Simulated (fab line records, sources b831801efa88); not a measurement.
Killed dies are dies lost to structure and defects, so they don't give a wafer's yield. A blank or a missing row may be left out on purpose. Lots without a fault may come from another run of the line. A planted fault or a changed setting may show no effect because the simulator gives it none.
Chamber matching | flow sky130 | SKY_VIA4_CMP_21 on cmp-02: 4 sister chambers
The step polishes, stops on SiO2, t overpolish 25 s, target thk 0 nm. 14 wafers are shown with their chamber, then 7 later ones without.

WAFERS WITH THEIR CHAMBER
wafer  | chamber | motor_current_A (A) | time_to_endpoint_s (s) | overpolish_run_s (s)
L276.1 | 0       | 9.9                 | 126                    | 25.006
L276.3 | 2       | 12.0                | 123                    | 25.016
L276.5 | 3       | 10.6                | 121                    | 25.008
L277.1 | 2       | 11.5                | 127                    | 25.005
L277.4 | 0       | 10.5                | 128                    | 24.993
L277.5 | 1       | 12.8                | 128                    | 24.997
L278.2 | 2       | 11.7                | 125                    | 24.989
L278.5 | 3       | 10.6                | 122                    | 25.006
L278.6 | 0       | 9.7                 | 126                    | 25.003
L280.2 | 3       | 10.7                | 123                    | 25.000
L280.4 | 0       | 10.5                | 126                    | 24.994
L280.6 | 1       | 12.7                | 123                    | 24.997
L282.2 | 2       | 11.3                | 122                    | 25.001
L282.3 | 3       | 11.2                | 115                    | 25.018

SIGNATURES (means of the wafers above)
reading            | chamber 0 | chamber 1 | chamber 2 | chamber 3 | scatter within a chamber
motor_current_A    | 10.150    | 12.750    | 11.625    | 10.775    | 0.321
time_to_endpoint_s | 126.50    | 125.50    | 124.25    | 120.25    | 2.63
overpolish_run_s   | 24.99900  | 24.99700  | 25.00275  | 25.00800  | 0.00817
Rule: a wafer's distance from a chamber is the root of the sum, over the readings, of the square of ((its reading less the chamber's mean) divided by the reading's scatter). The wafer belongs to the nearest chamber; if the next one is less than 2 further off, it can't be placed. The scatter: the root of (the sum of the squares of (reading less its chamber's mean) over the shown wafers, divided by (wafers less chambers)).

WAFERS WITHOUT THEIR CHAMBER
wafer  | motor_current_A (A) | time_to_endpoint_s (s) | overpolish_run_s (s)
L282.6 | 10.7                | 115                    | 25.001
L284.1 | 12.2                | 118                    | 24.988
L284.2 | 10.5                | 124                    | 25.001
L284.4 | 11.8                | 124                    | 24.996
L297.1 | 11.8                | 126                    | 24.996
L297.5 | 12.4                | 126                    | 25.004
L297.6 | 10.5                | 132                    | 25.006

WHICH CHAMBER EACH WENT THROUGH
wafer  | from the rows above          | in truth
L282.6 | 3                            | 3
L284.1 | can't be placed: 2 or 1 or 3 | 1
L284.2 | can't be placed: 0 or 3      | 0
L284.4 | 2                            | 2
L297.1 | can't be placed: 2 or 1      | 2
L297.5 | can't be placed: 1 or 2      | 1
L297.6 | 0                            | 0
Placed correctly: 3 of 7. Can't be placed from these rows: 4 (the true chamber is among the candidates in 4). Placed wrongly: 0.
